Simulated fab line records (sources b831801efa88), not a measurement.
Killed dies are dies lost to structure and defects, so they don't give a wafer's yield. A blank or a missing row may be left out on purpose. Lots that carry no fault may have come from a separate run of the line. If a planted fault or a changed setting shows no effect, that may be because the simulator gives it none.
8D (eight disciplines) problem report, filled in by code + flow gf180mcu + the parts of the form that need people (team, actions taken, sign-off) are left out

1. PROBLEM STATEMENT
Wafers free of any fault read 0.380 ohm/sq (standard deviation 0.0035) for CONTACT_W_RS at GF_CONTACT_RS_MEAS_25, against a mean of 0.566 ohm/sq on 6 wafers of 2 lots. That puts it +53 standard deviations away from the usual mean.
The step: measures by four-point-probe.
Earliest sighting: wafer L425.1 on film-metro-01 at day 20 09:33. The record has a number at this step for 36 wafers belonging to 12 lots. By rule, "out" or "out of limits" means more than 4 standard deviations away from the usual mean. Any other wafer with a number is counted as sound.

2. WHAT IT IS; WHAT IT IS NOT
| question                    | is                           | is not                                                                                                  |
|-----------------------------|------------------------------|---------------------------------------------------------------------------------------------------------|
| which readings at this step | CONTACT_W_RS                 | -                                                                                                       |
| which lots                  | L425, L427                   | L417, L420, L421, L429, L430, L432, L434, L435, L436, L437                                              |
| which wafers of those lots  | all that have a number       | -                                                                                                       |
| read on which gauges        | film-metro-01, film-metro-04 | film-metro-02                                                                                           |
| when                        | from day 20 09:33            | up to then (9 sound wafers); but 21 sound wafers of L429, L430, L432, L434, L435, L436, L437 came after |

3. THE SUSPECTS, EACH WITH WHAT RULES IT OUT
Counting: any tool at a process step up to the reading is kept as a suspect provided that every lot that is out went through it and no sound lot did after the first of them.
- the gauge at GF_CONTACT_RS_MEAS_25 is ruled out. The wafers that are out were read on 2 gauges (film-metro-01, film-metro-04).
- cvd-w-02 at GF_CONTACT_CVD_24 (deposits W, target thk 300 nm, time 90.339 s): ruled out as a lasting fault. Following L425 (day 20 09:27), the first lot on it that is out, the sound lots L436, L437 were run on it.
Left after counting: nothing in the record.

4. THE CAUSE (what the simulator had put in)
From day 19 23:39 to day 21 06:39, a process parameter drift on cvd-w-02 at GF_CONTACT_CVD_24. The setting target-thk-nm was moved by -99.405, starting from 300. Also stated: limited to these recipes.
The count ruled it out by mistake, since the rule takes a fault to strike every lot its tool runs from the start of the fault on, and this one did not do so.

5. THE EFFECT CHAIN, in route order
Each row: a reading where the mean over the struck wafers with a number is more than 3 standard deviations away from the usual. Only readings whose record carries a usual standard deviation are examined. hours: median over the lots of the time between each lot's start at the first step of this table that gives one and its start at this step. sigmas: the change, counted in usual standard deviations.
| hours | step                   | reading            | usual        | on struck wafers | change | sigmas |
|-------|------------------------|--------------------|--------------|------------------|--------|--------|
| 0     | GF_CONTACT_RS_MEAS_25  | CONTACT_W_RS       | 0.380 ohm/sq | 0.566            | +0.186 | +53    |
| 0     | GF_CONTACT_THK_MEAS_26 | CONTACT_W_THK      | 304 nm       | 204              | -100   | -23    |
| 0     | GF_CONTACT_CMP_27      | time-to-endpoint-s | 73 s         | 46               | -27    | -8.1   |
Its process steps:
- GF_CONTACT_CMP_27: polishes, stops on SiO2, t overpolish 15 s, target thk 0 nm.
Later measuring or inspecting steps at which every struck wafer that the step has a row for has a number for every such reading, and none has moved that far: GF_M1_RS_MEAS_05.

6. WHAT WOULD HAVE CAUGHT IT SOONER
In this record the first reading out of limits at a measuring or inspecting step was taken at day 20 09:33, 10 hours after the fault began at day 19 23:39.
No tool reading at GF_CONTACT_CVD_24 that has a usual standard deviation in the record was out on any struck wafer, so an alarm limit of 4 standard deviations on those readings would not have fired.
